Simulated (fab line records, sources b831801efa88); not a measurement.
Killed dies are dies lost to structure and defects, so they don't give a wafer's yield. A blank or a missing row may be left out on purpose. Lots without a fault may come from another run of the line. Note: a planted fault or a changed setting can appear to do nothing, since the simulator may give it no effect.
fab line records	flow sky130
[record] lots = 6	wafers = 18	last-day = 50
route steps=708 shown VT_ADJUST_HVTR@139 VT_ADJUST_PCH@143 PAD_OPEN@708
lots that met no fault: taken from a fault-free run of the same line
start-h: hours from the record's opening day to when the first of the lot's shown wafers began	wait-h: how many hours have passed since the lot's step before this one	" unchanged from the row above	L1.1+2: one row covering several wafers at once	- either no value or no given start	* or withheld: withheld	< > ~ a bound
route shown NAME@n: names a module that has steps shown in the file, with the first one's number in the route	usual: mean/standard deviation of fault-free wafers	same: alike in all rows	chamber/n: place in a boat	sites: readings site by site	_std_site: how widely they spread, as a standard deviation	_edge_site: outer sites' mean less inner sites'	radius-mm: how far each site lies from the wafer's centre	mask NAME#n: copy n	behind: tool/chamber where the wafer was last shaped	hold: why the lot was held/for how many hours/how that ended	device: the transistor (n, p or np) that didn't switch	end of line: tests of these same wafers at the route's end	step lacking rows: just its recipe	killed: not the wafer's yield, but the dies lost to structure and defects at the first sort	map: shows each die of a wafer: x if killed, . if not, _ if none is there
set.NAME: the setting that was run; set.NAME@STEP: the one run at that earlier step	model.NAME: the simulator's own value behind a step, which no gauge read
lots seen at some steps along the route; tables by step, rows by wafer
services: a tool's chamber out of use, with start hour (start-h, from the record's first day; less than 0 if before it), hours out, and reason
[[steps]]
[step SKY_VT_ADJUST_HVTR_OVL_MEAS_08]
[usual] VT_ADJUST_HVTR_OVL = -0.2/1.3
lot.wafer	tool	chamber	start-h	wait-h	VT_ADJUST_HVTR_OVL[nm]
L500.2	overlay-02	-	239.60	0.1	1.2
L500.4	"	-	"	"	-2.0
L500.5	"	-	"	"	0.6
L503.1	overlay-01	-	261.01	0.1	-1.5
L503.4	"	-	"	"	-1.4
L503.5	"	-	"	"	-2.4
L507.3	overlay-01	-	292.77	0.1	0.4
L507.4	"	-	"	"	-0.8
L507.5	"	-	"	"	-2.2
L508.1	overlay-02	-	299.64	0.1	0.0
L508.2	"	-	"	"	-1.0
L508.5	"	-	"	"	-2.6
L516.2	overlay-02	-	358.97	0.1	-0.2
L516.3	"	-	"	"	0.1
L516.5	"	-	"	"	-0.9
L518.2	overlay-02	-	373.67	0.1	-1.6
L518.4	"	-	"	"	-3.4
L518.6	"	-	"	"	-1.5
[step SKY_VT_ADJUST_HVTR_IMPLANT_09]
[recipe] species = B	energy-kev = 10	dose-cm2 = 2.1e+12	tilt-deg = withheld
[step SKY_VT_ADJUST_HVTR_STRIP_10]
[recipe] chemistry = O2/N2	power-w = 1400	pressure-mtorr = 1500	platen-temp-c = withheld	o2-flow-sccm = 3000	n2-flow-sccm = 300	overash-fraction = 0.5
[usual] drypump-motor-current-A = 5.9/0.42	n2-flow-sccm = 300.2/0.9	oes-product-au = 0.716/0.0046	strip-time-to-endpoint-s = 14.13/0.045
lot.wafer	tool	chamber	start-h	wait-h	drypump-motor-current-A	n2-flow-sccm	oes-product-au	rf-hours-counter-h	strip-time-to-endpoint-s
L500.2	plasma-asher-01	1	239.78	0.1	5.9	301.2	0.713	13	14.14
L500.4	"	1	"	"	5.9	300.4	0.719	-	14.13
L500.5	"	1	"	"	5.9	301.0	0.709	-	14.14
L503.1	plasma-asher-01	0	261.19	0.1	5.8	299.9	0.711	15	14.17
L503.4	"	0	"	"	5.8	300.1	0.719	-	14.14
L503.5	"	1	"	"	5.9	300.1	0.720	-	14.15
L507.3	plasma-asher-03	1	292.98	0.1	6.5	299.7	0.719	-	14.10
L507.4	"	0	"	"	6.1	299.5	0.712	-	14.10
L507.5	"	0	"	"	6.1	300.7	0.713	-	14.06
L508.1	plasma-asher-01	0	299.83	0.1	5.7	300.2	0.721	19	14.13
L508.2	"	1	"	"	5.9	300.2	0.713	19	14.21
L508.5	"	0	"	"	5.7	300.9	0.716	-	14.11
L516.2	plasma-asher-03	1	359.15	0.1	6.5	300.6	0.718	64	14.07
L516.3	"	0	"	"	6.1	300.6	0.711	-	14.05
L516.5	"	1	"	"	6.5	300.5	0.708	-	14.08
L518.2	plasma-asher-01	1	373.85	0.1	5.9	299.6	0.717	26	14.15
L518.4	"	0	"	"	5.8	300.7	0.705	-	14.16
L518.6	"	0	"	"	5.8	299.5	0.724	-	14.16
[step SKY_VT_ADJUST_HVTR_TW_MEAS_11]
[usual] VT_ADJUST_HVTR_TW = 209.6/2.4
lot.wafer	tool	chamber	start-h	wait-h	VT_ADJUST_HVTR_TW
L500.2	film-metro-03	-	239.89	0.1	209.7
L500.4	"	-	"	"	209.7
L500.5	"	-	"	"	208.8
L503.1	film-metro-02	-	261.29	0.1	206.1
L503.4	"	-	"	"	206.5
L503.5	"	-	"	"	207.0
L507.3	film-metro-02	-	293.06	0.1	204.0
L507.4	"	-	"	"	203.4
L507.5	"	-	"	"	204.2
L508.1	film-metro-03	-	299.93	0.1	210.8
L508.2	"	-	"	"	210.4
L508.5	"	-	"	"	210.3
L516.2	film-metro-04	-	359.26	0.1	211.5
L516.3	"	-	"	"	212.1
L516.5	"	-	"	"	211.6
L518.2	film-metro-03	-	373.96	0.1	211.1
L518.4	"	-	"	"	211.1
L518.6	"	-	"	"	211.4
[step SKY_VT_ADJUST_PCH_DEHYDRATE_00]
[recipe] temp-c = 200	time-s = 60
[step SKY_VT_ADJUST_PCH_HMDS_01]
[recipe] prime-time-s = 60	prime-temp-c = 120
[step SKY_VT_ADJUST_PCH_COAT_02]
[recipe] spin-rpm = 2000	resist-thk-nm = 3000
[step SKY_VT_ADJUST_PCH_SOFTBAKE_03]
[recipe] temp-c = 110	time-s = withheld
[step SKY_VT_ADJUST_PCH_EXPOSE_04]
[recipe] mask-id = NWM	na = 0.6	source-shape = conventional	sigma-outer = 0.6	polarization = unpolarized	target-cd-nm = 840	dose-mj = 255
[step SKY_VT_ADJUST_PCH_PEB_05]
[recipe] temp-c = 115	time-s = withheld
[step SKY_VT_ADJUST_PCH_DEVELOP_06]
[recipe] wall-angle-deg = 90	developer = TMAH	develop-time-s = 60	dev-temp-c = 23
[step SKY_VT_ADJUST_PCH_OVL_MEAS_07]
[usual] VT_ADJUST_PCH_OVL = 0.7/1.4
lot.wafer	tool	chamber	start-h	wait-h	VT_ADJUST_PCH_OVL[nm]
L500.2	overlay-01	-	263.70	-	2.5
L500.4	"	-	"	"	1.4
L500.5	"	-	"	"	1.4
L503.1	overlay-01	-	285.29	-	-1.1
L503.4	"	-	"	"	-0.1
L503.5	"	-	"	"	1.8
L507.3	overlay-02	-	318.51	-	1.3
L507.4	"	-	"	"	0.6
L507.5	"	-	"	"	0.0
L508.1	overlay-02	-	326.07	-	0.0
L508.2	"	-	"	"	-0.5
L508.5	"	-	"	"	0.4
L516.2	overlay-01	-	388.13	-	0.6
L516.3	"	-	"	"	1.8
L516.5	"	-	"	"	0.7
L518.2	overlay-01	-	402.95	-	2.4
L518.4	"	-	"	"	3.6
L518.6	"	-	"	"	4.0
[step SKY_VT_ADJUST_PCH_IMPLANT_08]
[recipe] species = B	energy-kev = 10	dose-cm2 = 5e+11	tilt-deg = withheld
[usual] beam-energy-keV = 10.000/0.0031	beam-on-s = 10.01/0.2	end-station-pressure-torr = 4.97e-06/2.7e-07	faraday-current-uA = 2.81/0.055
lot.wafer	tool	chamber	start-h	wait-h	beam-energy-keV	beam-on-s	end-station-pressure-torr	faraday-current-uA
L500.2	implanter-03	0	263.76	0.0	9.998	10.18	5.17e-06	2.79
L500.4	"	0	"	"	10.002	9.54	5.23e-06	2.96
L500.5	"	0	"	"	9.999	10.14	4.9e-06	2.77
L503.1	implanter-02	0	285.32	0.0	9.996	9.76	4.89e-06	2.88
L503.4	"	0	"	"	9.997	10.21	5.58e-06	2.77
L503.5	"	0	"	"	9.998	10.10	5.18e-06	2.79
L507.3	implanter-03	0	318.58	0.1	10.000	11.11	7.043e-05	2.46
L507.4	"	0	"	"	9.995	10.85	6.925e-05	2.51
L507.5	"	0	"	"	10.000	11.29	6.358e-05	2.42
L508.1	implanter-03	0	326.11	0.0	10.001	11.03	7.311e-05	2.49
L508.2	"	0	"	"	10.000	11.25	7.116e-05	2.42
L508.5	"	0	"	"	10.003	10.93	6.209e-05	2.50
L516.2	implanter-01	0	388.18	0.0	10.001	9.62	5.08e-06	2.93
L516.3	"	0	"	"	9.995	10.20	4.71e-06	2.76
L516.5	"	0	"	"	9.998	10.25	4.8e-06	2.75
L518.2	implanter-02	0	403.01	0.0	10.005	10.13	5.13e-06	2.78
L518.4	"	0	"	"	10.000	10.06	5.35e-06	2.80
L518.6	"	0	"	"	10.004	10.01	4.77e-06	2.81
[step SKY_VT_ADJUST_PCH_STRIP_09]
[recipe] chemistry = O2/N2	power-w = 1400	pressure-mtorr = 1500	platen-temp-c = withheld	o2-flow-sccm = 3000	n2-flow-sccm = 300	overash-fraction = 0.5
[usual] drypump-motor-current-A = 5.79/0.28	n2-flow-sccm = 300.1/0.92	oes-product-au = 0.722/0.0047	strip-time-to-endpoint-s = 36.85/0.09
lot.wafer	tool	chamber	start-h	wait-h	drypump-motor-current-A	n2-flow-sccm	oes-product-au	rf-hours-counter-h	strip-time-to-endpoint-s
L500.2	plasma-asher-02	1	263.88	0.1	5.56	300.3	0.720	59	36.67
L500.4	"	0	"	"	5.54	300.9	0.717	-	36.82
L500.5	"	1	"	"	5.58	301.5	0.725	-	36.81
L503.1	plasma-asher-02	1	285.47	0.1	5.53	298.4	0.722	61	36.91
L503.4	"	1	"	"	5.55	300.7	0.723	-	36.86
L503.5	"	0	"	"	5.51	300.2	0.715	-	36.83
L507.3	plasma-asher-01	0	318.71	0.1	5.75	300.1	0.724	-	36.97
L507.4	"	1	"	"	5.87	299.8	0.720	-	36.86
L507.5	"	0	"	"	5.76	300.6	0.722	-	36.80
L508.1	plasma-asher-01	0	326.26	0.1	5.75	300.9	0.727	22	36.80
L508.2	"	1	"	"	5.86	299.5	0.718	22	36.85
L508.5	"	0	"	"	5.77	300.7	0.726	-	36.78
L516.2	plasma-asher-02	1	388.31	0.1	5.54	300.2	0.724	72	36.95
L516.3	"	1	"	"	5.54	299.4	0.719	-	36.85
L516.5	"	1	"	"	5.54	299.6	0.729	-	36.98
L518.2	plasma-asher-03	1	403.13	0.1	6.43	299.2	0.712	68	36.95
L518.4	"	0	"	"	6.06	301.3	0.722	-	36.86
L518.6	"	1	"	"	6.45	300.2	0.726	-	36.90
[step SKY_PAD_OPEN_PROBE_99]
[usual] killed_at_M0_to_M3 = 43/7.3	killed_at_M4_up = 3.1/1.8	killed-at-contacts = 24/5.4	killed-at-front-end = 15/4.1	killed-at-other = 0.2/0.52	killed-dies = 86/10	killed-open = 47/7.3	killed-short = 39/6.4
[same] gross-dies = 492	killed-at-back-side = 0
lot.wafer	tool	chamber	start-h	wait-h	killed_at_M0_to_M3	killed_at_M4_up	killed-at-contacts	killed-at-front-end	killed-at-other	killed-dies	killed-open	killed-short	model.etest.pfet_16v.vt-v	model.etest.pfet-g5v0d10v5.vt-long-v
L500.2	prober-02	-	1104.36	0.1	43	7	24	21	0	95	55	39	-1.097	-0.9262
L500.4	prober-02	-	1104.46	0.2	44	5	16	18	1	84	45	39	-1.1	-0.9328
L500.5	prober-02	-	1104.51	0.2	31	1	24	15	0	71	37	34	-1.107	-0.9303
L503.1	prober-01	-	1121.55	0.1	46	1	21	7	1	76	45	30	-1.104	-0.9315
L503.4	prober-01	-	1121.70	0.2	44	5	19	12	0	80	34	46	-1.103	-0.9305
L503.5	prober-01	-	1121.75	0.2	38	5	11	14	0	68	40	28	-1.118	-0.9432
L507.3	prober-01	-	1147.72	0.2	50	3	21	15	0	89	41	48	-1.076	-0.9121
L507.4	prober-01	-	1147.77	0.2	53	7	22	14	0	96	50	46	-1.077	-0.9103
L507.5	prober-01	-	1147.82	0.2	55	4	27	7	0	93	44	49	-1.072	-0.9074
L508.1	prober-02	-	1151.97	0.1	41	3	24	15	0	83	50	33	-1.069	-0.903
L508.2	prober-02	-	1152.02	0.1	30	2	20	18	0	70	30	40	-1.069	-0.9008
L508.5	prober-02	-	1152.17	0.2	51	5	15	12	0	83	34	49	-1.068	-0.9019
L516.2	prober-02	-	1190.68	0.1	34	7	24	21	0	86	53	33	-1.08	-0.9078
L516.3	prober-02	-	1190.73	0.2	51	7	27	14	0	99	51	48	-1.079	-0.9096
L516.5	prober-02	-	1190.83	0.2	39	7	32	21	0	99	46	53	-1.09	-0.9225
L518.2	prober-02	-	1195.56	0.1	41	1	21	9	2	74	36	38	-1.113	-0.9381
L518.4	prober-02	-	1195.66	0.2	42	2	19	9	0	72	39	33	-1.111	-0.9383
L518.6	prober-02	-	1195.76	0.2	40	3	28	14	0	85	47	38	-1.113	-0.9424
// killed by level:class
L500.2 VIA1:geometric-particle:open=12 LI_CONTACT:geometric-particle:open=9 CONTACT:geometric-particle:open=9 FIELD_ISO:geometric-particle:open=8 METAL2:geometric-particle:short=8 VIA3:geometric-particle:open=6 METAL4:geometric-particle:short=5 FIELD_ISO:geometric-particle:short=4
L500.4 VIA1:geometric-particle:open=13 VIA3:geometric-particle:open=8 METAL1:geometric-particle:short=6 CONTACT:geometric-particle:open=6 FIELD_ISO:geometric-particle:short=5 LI_CONTACT:geometric-particle:open=4 VIA1:geometric-particle:short=4 VIA2:geometric-particle:open=4
L500.5 CONTACT:geometric-particle:open=11 LI_CONTACT:geometric-particle:open=7 VIA1:geometric-particle:open=7 METAL2:geometric-particle:short=6 POLY_GATE:geometric-particle:open=4 METAL3:geometric-particle:short=4 METAL1:geometric-particle:short=4 FIELD_ISO:geometric-particle:open=3
L503.1 CONTACT:geometric-particle:open=12 VIA1:geometric-particle:open=9 LI_CONTACT:geometric-particle:open=6 VIA1:geometric-particle:short=6 METAL2:geometric-particle:short=5 VIA2:geometric-particle:open=5 METAL3:geometric-particle:short=4 VIA3:geometric-particle:open=4
L503.4 VIA1:geometric-particle:open=13 POLY_GATE:geometric-particle:short=6 VIA1:geometric-particle:short=6 LOCAL_INTERCONNECT:geometric-particle:short=5 CONTACT:geometric-particle:open=5 VIA3:geometric-particle:open=5 LI_CONTACT:geometric-particle:open=4 METAL1:geometric-particle:short=4
L503.5 VIA1:geometric-particle:open=9 VIA3:geometric-particle:open=9 VIA2:geometric-particle:open=6 VIA3:geometric-particle:short=5 LI_CONTACT:geometric-particle:open=5 CONTACT:geometric-particle:open=4 METAL4:geometric-particle:short=4 FIELD_ISO:geometric-particle:short=3
L507.3 VIA1:geometric-particle:open=13 METAL1:geometric-particle:short=7 VIA2:geometric-particle:open=7 VIA2:geometric-particle:short=6 FIELD_ISO:geometric-particle:short=5 LOCAL_INTERCONNECT:geometric-particle:short=5 CONTACT:geometric-particle:open=5 FIELD_ISO:geometric-particle:open=4
L507.4 VIA1:geometric-particle:open=14 CONTACT:geometric-particle:open=10 METAL4:geometric-particle:short=7 LI_CONTACT:geometric-particle:open=6 METAL1:geometric-particle:short=6 VIA1:geometric-particle:short=6 METAL2:geometric-particle:short=6 VIA2:geometric-particle:open=4
L507.5 VIA1:geometric-particle:open=15 CONTACT:geometric-particle:open=9 METAL1:geometric-particle:short=9 METAL2:geometric-particle:short=9 LI_CONTACT:geometric-particle:short=6 LI_CONTACT:geometric-particle:open=6 METAL3:geometric-particle:short=5 CONTACT:geometric-particle:short=4
L508.1 VIA3:geometric-particle:open=12 CONTACT:geometric-particle:open=9 VIA2:geometric-particle:open=8 LI_CONTACT:geometric-particle:open=7 FIELD_ISO:geometric-particle:open=6 VIA1:geometric-particle:short=5 METAL2:geometric-particle:short=4 LI_CONTACT:geometric-particle:short=3
L508.2 CONTACT:geometric-particle:short=7 FIELD_ISO:geometric-particle:short=6 VIA1:geometric-particle:open=6 LOCAL_INTERCONNECT:geometric-particle:short=6 VIA3:geometric-particle:open=5 POLY_GATE:geometric-particle:open=4 CONTACT:geometric-particle:open=4 VIA1:geometric-particle:short=4
L508.5 VIA2:geometric-particle:open=7 VIA3:geometric-particle:open=7 VIA3:geometric-particle:short=7 CONTACT:geometric-particle:open=6 METAL1:geometric-particle:short=6 VIA1:geometric-particle:short=6 METAL4:geometric-particle:short=5 METAL2:geometric-particle:short=5
L516.2 VIA1:geometric-particle:open=12 LI_CONTACT:geometric-particle:open=11 VIA3:geometric-particle:open=7 FIELD_ISO:geometric-particle:open=6 CONTACT:geometric-particle:open=6 METAL1:geometric-particle:short=6 FIELD_ISO:geometric-particle:short=3 METAL4:geometric-particle:short=3
L516.3 VIA1:geometric-particle:open=16 CONTACT:geometric-particle:open=10 METAL1:geometric-particle:short=8 POLY_GATE:geometric-particle:short=6 LI_CONTACT:geometric-particle:open=6 VIA3:geometric-particle:open=6 VIA1:geometric-particle:short=6 POLY_GATE:geometric-particle:open=5
L516.5 CONTACT:geometric-particle:open=13 CONTACT:geometric-particle:short=8 VIA1:geometric-particle:open=7 METAL4:geometric-particle:short=6 LOCAL_INTERCONNECT:geometric-particle:short=6 VIA3:geometric-particle:open=6 METAL2:geometric-particle:short=5 VIA1:geometric-particle:short=5
L518.2 LI_CONTACT:geometric-particle:open=9 CONTACT:geometric-particle:open=8 METAL1:geometric-particle:short=8 VIA1:geometric-particle:open=5 VIA1:geometric-particle:short=5 METAL3:geometric-particle:short=5 FIELD_ISO:geometric-particle:short=3 VIA3:geometric-particle:open=3
L518.4 VIA2:geometric-particle:open=10 VIA1:geometric-particle:open=9 CONTACT:geometric-particle:open=6 METAL2:geometric-particle:short=6 METAL3:geometric-particle:short=4 FIELD_ISO:geometric-particle:short=4 VIA2:geometric-particle:short=4 CONTACT:geometric-particle:short=4
L518.6 CONTACT:geometric-particle:open=12 VIA2:geometric-particle:open=10 LI_CONTACT:geometric-particle:open=7 VIA1:geometric-particle:open=7 CONTACT:geometric-particle:short=5 METAL2:geometric-particle:short=5 FIELD_ISO:geometric-particle:short=4 METAL1:geometric-particle:short=4
[[services]]
tool	chamber	start-h	hours	kind
implanter-03	-	229.22	2.8	repair
implanter-01	-	230.11	5.9	pm
plasma-asher-01	-	269.37	3.2	repair
implanter-01	-	271.46	4.7	repair
implanter-03	-	287.56	0.5	repair
implanter-02	-	292.84	2.2	repair
plasma-asher-02	-	311.08	0.5	repair
plasma-asher-01	-	334.71	2.2	repair
implanter-01	-	334.84	4.1	repair
implanter-02	-	341.40	0.9	repair
plasma-asher-01	-	359.88	2.8	pm
implanter-01	-	360.78	2.1	pm
implanter-02	-	394.73	6.7	pm
[[key]]
[first-sign] step = SKY_VT_ADJUST_PCH_IMPLANT_08	reading = end-station-pressure-torr	direction = up	sigmas = 99+	usual = 4.97e-06	struck = 6.827e-05
[effect] step = SKY_VT_ADJUST_PCH_IMPLANT_08	reading = faraday-current-uA	direction = down	sigmas = 6.3	usual = 2.81	struck = 2.47
[model-effect] step = SKY_PAD_OPEN_PROBE_99	value = etest.pfet_16v.vt-v	without = -1.095	struck = -1.072
met-at SKY_VT_ADJUST_PCH_IMPLANT_08
struck-wafers L507.3,L507.4,L507.5,L508.1,L508.2,L508.5
tester-left-out L507,L508
onset-between 263.76 318.58
[fault] kind = process-parameter-drift	tool = implanter-03	chamber = -	onset-h = 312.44	steps = SKY_VT_ADJUST_PCH_IMPLANT_08	channel = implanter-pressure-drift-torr	offset = 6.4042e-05	shape = step	end-h = 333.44
[fault] kind = process-parameter-drift	tool = implanter-03	chamber = -	onset-h = 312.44	steps = SKY_VT_ADJUST_PCH_IMPLANT_08	channel = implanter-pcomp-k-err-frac	offset = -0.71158	shape = step	end-h = 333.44
// tester-left-out: of these lots the tester's yield and bins aren't shown, on N5 and GAA mostly nor the transistor test; their killed dies are dies lost to structure and defects alone, not to doping, threshold or leakage, so they don't give the yield
